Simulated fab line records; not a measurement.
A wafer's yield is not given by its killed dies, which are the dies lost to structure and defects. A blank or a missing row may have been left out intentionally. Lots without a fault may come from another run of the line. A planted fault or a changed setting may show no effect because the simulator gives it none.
fab line records	flow sky130
record: lots: 6	wafers: 18	lastDay: 49
route steps=708 shown METAL2@489 PAD_OPEN@708
lots with no fault: from the same line, run without faults
startH: the number of hours between the record's first day and the start of the first shown wafer of the lot	waitH: time in hours since the lot's previous step	" same as the row above	L1.1+2: a single row standing in for several wafers	- no value, or no start given	* or withheld: withheld	< > ~ a bound
route shown NAME@n: a module of which the file shows steps, and the number in the route of the first	usual: mean and standard deviation over wafers with no fault	same: alike in all rows	chamber/n: place in a boat	sites: each site's reading	_std_site: how widely they spread, as a standard deviation	_edge_site: mean of outer sites minus mean of inner sites	radiusMm: how far each site lies from the wafer's centre	mask NAME#n: copy n	behind: the most recent tool/chamber to have shaped the wafer	hold: why the lot was held/for how many hours/how that ended	device: whichever transistor did not switch (one of n, p or np)	end of line: the same wafers' tests at the end of the route	a step with no rows: only its recipe	killed: the dies lost at the first sort to structure and to defects; this is not the yield of the wafer	map: a wafer's dies, x killed, . not, _ none there
set.NAME: the setting the step ran with; set.NAME@STEP: the setting that earlier step ran with	model.NAME: the simulator's own value behind a step, which no gauge read
certain route steps with their lots: each step a table, each wafer a row
services: a tool's chamber out of use, with start hour (startH, from the record's first day; less than 0 if before it), hours out, and reason
== steps ==
step: SKY_METAL2_THK_MEAS_06
recipe: thkMeasGauge: xrf	reads: AlCu_of_METAL2_SPUTTER_02
usual: METAL2_ALCU_THK: 251/4.4
lot.wafer	tool	chamber	startH	waitH	METAL2_ALCU_THK[nm]
L780.1	filmMetro-02	-	817.75	0.1	250
L780.3	"	-	"	"	249
L780.5	"	-	"	"	254
L786.3	filmMetro-04	-	865.21	0.1	245
L786.4	"	-	"	"	248
L786.5	"	-	"	"	247
L789.1	filmMetro-02	-	883.96	0.1	252
L789.3	"	-	"	"	252
L789.5	"	-	"	"	249
L790.1	filmMetro-04	-	894.12	0.1	252
L790.2	"	-	"	"	249
L790.4	"	-	"	"	250
L792.2	filmMetro-02	-	914.53	0.1	250
L792.4	"	-	"	"	254
L792.6	"	-	"	"	246
L796.1	filmMetro-04	-	943.53	0.1	257
L796.3	"	-	"	"	253
L796.4	"	-	"	"	254
step: SKY_METAL2_DEHYDRATE_07
recipe: tempC: 200	timeS: 60
step: SKY_METAL2_HMDS_08
recipe: primeTimeS: 60	primeTempC: 120
step: SKY_METAL2_COAT_09
recipe: resist: BARC	tempC: withheld	timeS: withheld	spinRpm: 3000	resistThkNm: 60
step: SKY_METAL2_COAT_10
recipe: resist: KrF-thick	spinRpm: 3000	resistThkNm: 450
step: SKY_METAL2_SOFTBAKE_11
recipe: tempC: 100	timeS: 90	resist: KrF-thick
step: SKY_METAL2_EXPOSE_12
recipe: maskId: MM2	na: 0.8	sourceShape: annular	sigmaInner: 0.55	sigmaOuter: 0.85	targetCdNm: 140	doseMj: 28
step: SKY_METAL2_PEB_13
recipe: pebTempC: withheld	pebTimeS: withheld	resist: KrF-thick
step: SKY_METAL2_DEVELOP_14
recipe: developTimeS: 60	resist: KrF-thick	devTempC: 21
step: SKY_METAL2_CD_MEAS_15
recipe: targetCdNm: 140
usual: cdNm: 140.2/1.6
lot.wafer	tool	chamber	startH	waitH	cdNm
L780.1	cdSem-01	-	843.94	-	139.7
L780.3	"	-	"	"	138.1
L780.5	"	-	"	"	139.2
L786.3	cdSem-01	-	890.56	-	142.7
L786.4	"	-	"	"	141.8
L786.5	"	-	"	"	142.4
L789.1	cdSem-02	-	909.42	-	139.3
L789.3	"	-	"	"	138.3
L789.5	"	-	"	"	139.7
L790.1	cdSem-02	-	919.17	-	141.0
L790.2	"	-	"	"	140.4
L790.4	"	-	"	"	140.6
L792.2	cdSem-01	-	938.84	-	138.1
L792.4	"	-	"	"	138.9
L792.6	"	-	"	"	138.2
L796.1	cdSem-02	-	968.18	-	141.9
L796.3	"	-	"	"	141.9
L796.4	"	-	"	"	141.9
step: SKY_METAL2_OVL_MEAS_16
usual: METAL2_OVL: -2/6.9
lot.wafer	tool	chamber	startH	waitH	METAL2_OVL[nm]
L780.1	overlay-02	-	844.06	0.1	-13
L780.3	"	-	"	"	-15
L780.5	"	-	"	"	-10
L786.3	overlay-01	-	890.66	0.1	-5
L786.4	"	-	"	"	-12
L786.5	"	-	"	"	-6
L789.1	overlay-01	-	909.54	0.1	-7
L789.3	"	-	"	"	-9
L789.5	"	-	"	"	-11
L790.1	overlay-02	-	919.29	0.1	-4
L790.2	"	-	"	"	2
L790.4	"	-	"	"	4
L792.2	overlay-01	-	938.95	0.1	-2
L792.4	"	-	"	"	-1
L792.6	"	-	"	"	4
L796.1	overlay-02	-	968.30	0.1	3
L796.3	"	-	"	"	5
L796.4	"	-	"	"	9
step: SKY_METAL2_DESCUM_17
recipe: chemistry: O2	sourcePowerW: 150	biasPowerW: 0	pressureMtorr: 10	tempC: 40	timeS: 8
usual: drypumpMotorCurrentA: 5.6/0.5	oesProductAu: 0.996/0.011
lot.wafer	tool	chamber	startH	waitH	drypumpMotorCurrentA	oesProductAu	rfHoursCounterH
L780.1	rieMetal-04	1	844.10	0.0	4.9	0.982	4
L780.3	"	1	"	"	4.9	0.991	-
L780.5	"	0	"	"	5.5	0.982	-
L786.3	rieMetal-02	1	890.69	0.0	5.4	0.977	-
L786.4	"	0	"	"	5.7	1.007	-
L786.5	"	1	"	"	5.4	0.979	-
L789.1	rieMetal-04	0	909.58	0.0	5.5	0.981	12
L789.3	"	1	"	"	4.9	0.984	-
L789.5	"	0	"	"	5.5	0.978	-
L790.1	rieMetal-01	0	919.33	0.0	6.4	1.008	1
L790.2	"	1	"	"	5.3	1.000	12
L790.4	"	0	"	"	6.4	1.018	-
L792.2	rieMetal-04	1	938.98	0.0	4.9	1.001	9
L792.4	"	0	"	"	5.5	0.996	-
L792.6	"	1	"	"	4.9	0.989	-
L796.1	rieMetal-01	1	968.33	0.0	5.3	1.002	15
L796.3	"	1	"	"	5.3	1.003	-
L796.4	"	0	"	"	6.4	1.000	-
step: SKY_METAL2_ETCH_18
recipe: chemistry: N2/H2	target: BARC	ionEnergyEv: 200	biasW: 100	pressureMtorr: 30	n2FlowSccm: 100	h2FlowSccm: 200	icpW: 500	stopOn: SiO2	timeS: 45.9	targetDepthA: 600
usual: drypumpMotorCurrentA: 5.6/0.5	h2FlowSccm: 200.1/0.56	oesProductAu: 0.854/0.005	throttleValvePct: 13.225/0.0089
lot.wafer	tool	chamber	startH	waitH	drypumpMotorCurrentA	h2FlowSccm	oesProductAu	rfHoursCounterH	throttleValvePct	model.KrF-thick_of_METAL2_COAT_10.thkNm
L780.1	rieMetal-04	1	844.13	0.0	4.9	200.4	0.857	4	13.226	392.7
L780.3	"	1	"	"	4.9	200.1	0.864	-	13.220	392.8
L780.5	"	0	"	"	5.5	199.9	0.856	-	13.220	395.4
L786.3	rieMetal-02	1	890.73	0.0	5.4	200.2	0.852	-	13.236	394.4
L786.4	"	0	"	"	5.7	200.0	0.856	-	13.208	392.9
L786.5	"	1	"	"	5.4	199.2	0.859	-	13.216	393.6
L789.1	rieMetal-04	0	909.61	0.0	5.5	199.1	0.860	12	13.228	388.8
L789.3	"	1	"	"	4.9	200.5	0.864	-	13.212	395.1
L789.5	"	0	"	"	5.5	200.0	0.853	-	13.212	388.2
L790.1	rieMetal-01	0	919.36	0.0	6.4	200.2	0.854	1	13.223	394.6
L790.2	"	1	"	"	5.3	199.7	0.845	12	13.220	393.8
L790.4	"	0	"	"	6.4	201.1	0.855	-	13.229	391.9
L792.2	rieMetal-04	1	939.01	0.0	4.9	200.5	0.851	9	13.208	392.2
L792.4	"	0	"	"	5.5	199.5	0.851	-	13.231	386.4
L792.6	"	1	"	"	4.9	199.7	0.848	-	13.239	392
L796.1	rieMetal-01	1	968.36	0.0	5.3	200.5	0.857	15	13.212	392.2
L796.3	"	1	"	"	5.3	200.9	0.853	-	13.230	391.6
L796.4	"	0	"	"	6.4	200.5	0.857	-	13.223	391.1
step: SKY_METAL2_METAL_ETCH_19
recipe: targetDepthA: 3600	stopOn: SiO2	overEtchFrac: 0.3	timeS: 78	chemistry: Cl2/BCl3	resistSidewallDeg: 88	pressureMtorr: 10	icpW: 900	biasW: 48.5	Cl2_flow_sccm: 60	bcl3FlowSccm: 30
usual: drypumpMotorCurrentA: 5.6/0.5	oesProductAu: 0.854/0.0067	throttleValvePct: 22.263/0.01
lot.wafer	tool	chamber	startH	waitH	drypumpMotorCurrentA	oesProductAu	rfHoursCounterH	throttleValvePct
L780.1	rieMetal-04	1	844.19	0.0	4.9	0.850	4	22.283
L780.3	"	1	"	"	4.9	0.849	-	22.253
L780.5	"	0	"	"	5.5	0.852	-	22.257
L786.3	rieMetal-02	1	890.81	0.1	5.4	0.848	-	22.257
L786.4	"	0	"	"	5.7	0.853	-	22.263
L786.5	"	1	"	"	5.4	0.839	-	22.262
L789.1	rieMetal-04	0	909.67	0.0	5.5	0.850	12	22.261
L789.3	"	1	"	"	4.9	0.843	-	22.256
L789.5	"	0	"	"	5.5	0.858	-	22.271
L790.1	rieMetal-01	0	919.42	0.0	6.3	0.852	1	22.277
L790.2	"	1	"	"	5.3	0.848	12	22.284
L790.4	"	0	"	"	6.3	0.860	-	22.261
L792.2	rieMetal-04	1	939.07	0.0	4.9	0.847	9	22.273
L792.4	"	0	"	"	5.5	0.852	-	22.253
L792.6	"	1	"	"	4.9	0.848	-	22.287
L796.1	rieMetal-01	1	968.43	0.0	5.3	0.860	15	22.269
L796.3	"	1	"	"	5.2	0.865	-	22.254
L796.4	"	0	"	"	6.4	0.857	-	22.255
step: SKY_PAD_OPEN_PROBE_99
usual: defectLimitedYield: 82.6/2	killed_at_M0_to_M3: 44/7.3	killed_at_M4_up: 3.1/1.6	killedAtContacts: 24/5.4	killedAtFrontEnd: 15/4	killedAtOther: 0.2/0.49	killedDies: 86/10	killedOpen: 48/7.3	killedShort: 38/6.3	sort_bin_3_pad_short: 0.8/0.45	sort_bin_5_function: 10.3/1.5	sort_bin_6_memory: 6.3/1.2	sortNPass: 406/10	sortYieldPct: 82.6/2
same: grossDies: 492	killedAtBackSide: 0	sort_bin_4_leakage[%]: 0	sort_bin_8_speed[%]: 0
lot.wafer	tool	chamber	startH	waitH	defectLimitedYield[%]	killed_at_M0_to_M3	killed_at_M4_up	killedAtContacts	killedAtFrontEnd	killedAtOther	killedDies	killedOpen	killedShort	sort_bin_3_pad_short[%]	sort_bin_5_function[%]	sort_bin_6_memory[%]	sortNPass	sortYieldPct[%]
L780.1	prober-01	-	1091.54	0.1	81.5	54	2	20	15	0	91	45	46	1.0	12.4	5.1	401	81.5
L780.3	prober-01	-	1091.64	0.2	80.1	45	0	27	26	0	98	57	41	0.6	11.6	7.7	394	80.1
L780.5	prober-01	-	1091.74	0.2	81.9	37	4	27	20	1	89	57	32	0.6	11.6	5.9	403	81.9
L786.3	prober-01	-	1127.89	0.2	81.9	51	3	22	13	0	89	52	37	1.0	10.2	6.9	403	81.9
L786.4	prober-01	-	1127.94	0.2	81.5	44	4	28	15	0	91	55	36	0.4	10.2	7.9	401	81.5
L786.5	prober-01	-	1127.99	0.2	84.6	34	1	23	18	0	76	35	41	0.6	8.5	6.3	416	84.6
L792.2	prober-01	-	1165.59	0.1	79.1	53	7	26	17	0	103	52	51	0.8	11.6	8.5	389	79.1
L792.4	prober-01	-	1165.69	0.2	78.9	48	4	32	18	2	104	61	43	1.4	13.0	6.7	388	78.9
L792.6	prober-01	-	1165.79	0.2	82.5	42	3	29	12	0	86	44	42	1.4	10.0	6.1	406	82.5
L796.1	prober-01	-	1185.80	0.1	78.3	54	9	23	21	0	107	57	50	1.4	13.8	6.5	385	78.3
L796.3	prober-01	-	1185.90	0.2	84.3	43	4	14	15	1	77	33	44	1.2	8.1	6.3	415	84.3
L796.4	prober-01	-	1185.95	0.2	84.3	25	2	33	16	1	77	44	33	0.6	10.0	5.1	415	84.3
killed by level:class
L780.1 VIA3:geometricParticle:open=10 VIA1:geometricParticle:open=8 METAL1:geometricParticle:short=8 METAL2:geometricParticle:short=7 VIA2:geometricParticle:open=7 LOCAL_INTERCONNECT:geometricParticle:short=6 CONTACT:geometricParticle:short=6 FIELD_ISO:geometricParticle:open=5
L780.3 VIA1:geometricParticle:open=13 CONTACT:geometricParticle:open=9 FIELD_ISO:geometricParticle:open=7 VIA1:geometricParticle:short=7 LI_CONTACT:geometricParticle:open=6 CONTACT:geometricParticle:short=6 METAL1:geometricParticle:short=6 VIA3:geometricParticle:open=6
L780.5 CONTACT:geometricParticle:open=10 VIA3:geometricParticle:open=9 LI_CONTACT:geometricParticle:open=8 VIA1:geometricParticle:open=8 CONTACT:geometricParticle:short=6 VIA2:geometricParticle:open=5 FIELD_ISO:geometricParticle:open=5 FIELD_ISO:geometricParticle:short=5
L786.3 VIA1:geometricParticle:open=12 VIA2:geometricParticle:open=10 LI_CONTACT:geometricParticle:open=7 CONTACT:geometricParticle:open=7 METAL1:geometricParticle:short=7 VIA3:geometricParticle:open=6 FIELD_ISO:geometricParticle:open=4 POLY_GATE:geometricParticle:short=4
L786.4 VIA1:geometricParticle:open=14 LI_CONTACT:geometricParticle:open=14 VIA3:geometricParticle:open=9 CONTACT:geometricParticle:open=7 METAL2:geometricParticle:short=7 CONTACT:geometricParticle:short=5 METAL1:geometricParticle:short=5 FIELD_ISO:geometricParticle:short=4
L786.5 VIA1:geometricParticle:open=8 LI_CONTACT:geometricParticle:open=7 VIA1:geometricParticle:short=6 FIELD_ISO:geometricParticle:short=5 FIELD_ISO:geometricParticle:open=5 LOCAL_INTERCONNECT:geometricParticle:short=5 POLY_GATE:geometricParticle:open=4 LI_CONTACT:geometricParticle:short=4
L792.2 VIA1:geometricParticle:open=14 CONTACT:geometricParticle:open=11 VIA2:geometricParticle:open=7 METAL3:geometricParticle:short=6 VIA2:geometricParticle:short=6 CONTACT:geometricParticle:short=6 VIA1:geometricParticle:short=6 METAL4:geometricParticle:short=6
L792.4 CONTACT:geometricParticle:open=16 VIA1:geometricParticle:open=15 VIA3:geometricParticle:open=8 POLY_GATE:geometricParticle:short=6 CONTACT:geometricParticle:short=5 LI_CONTACT:geometricParticle:open=5 VIA1:geometricParticle:short=5 POLY_GATE:geometricParticle:open=4
L792.6 CONTACT:geometricParticle:open=11 VIA1:geometricParticle:open=10 LI_CONTACT:geometricParticle:open=8 METAL1:geometricParticle:short=6 VIA1:geometricParticle:short=6 POLY_GATE:geometricParticle:short=5 CONTACT:geometricParticle:short=5 VIA2:geometricParticle:open=5
L796.1 VIA1:geometricParticle:open=15 VIA2:geometricParticle:open=8 LI_CONTACT:geometricParticle:open=7 METAL4:geometricParticle:short=7 FIELD_ISO:geometricParticle:short=6 CONTACT:geometricParticle:open=6 METAL3:geometricParticle:short=5 VIA3:geometricParticle:open=5
L796.3 VIA1:geometricParticle:open=9 VIA1:geometricParticle:short=7 METAL1:geometricParticle:short=7 VIA3:geometricParticle:short=6 METAL3:geometricParticle:short=6 FIELD_ISO:geometricParticle:open=5 CONTACT:geometricParticle:open=5 POLY_GATE:geometricParticle:short=4
L796.4 LI_CONTACT:geometricParticle:open=12 VIA1:geometricParticle:open=9 LOCAL_INTERCONNECT:geometricParticle:short=6 FIELD_ISO:geometricParticle:short=5 CONTACT:geometricParticle:open=5 CONTACT:geometricParticle:short=4 METAL2:geometricParticle:short=4 VIA2:geometricParticle:open=4
== services ==
tool	chamber	startH	hours	kind
rieMetal-01	1	843.33	21.0	repair
rieMetal-01	0	853.15	2.4	repair
rieMetal-04	-	868.36	0.9	repair
rieMetal-01	0	882.20	-	clean
rieMetal-01	0	882.20	17.2	scheduledDown
rieMetal-01	0	882.20	17.2	ventCycle
rieMetal-02	-	895.13	0.8	repair
rieMetal-02	-	952.85	4.0	pm
rieMetal-02	-	961.40	1.2	repair
rieMetal-01	-	965.96	0.9	repair
== key ==
firstSign none at tools or gauges
modelEffect: step: SKY_METAL2_ETCH_18	value: KrF-thick_of_METAL2_COAT_10.thkNm	without: 394.4	struck: 387.8
metAt SKY_METAL2_ETCH_18
struckWafers L789.1,L789.5,L792.4
onsetBetween 844.13 909.61
fault: kind: processParameterDrift	tool: rieMetal-04	chamber: 0	onsetH: 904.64	steps: SKY_METAL2_ETCH_18	channel: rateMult	offset: 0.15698	shape: step	endH: 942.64
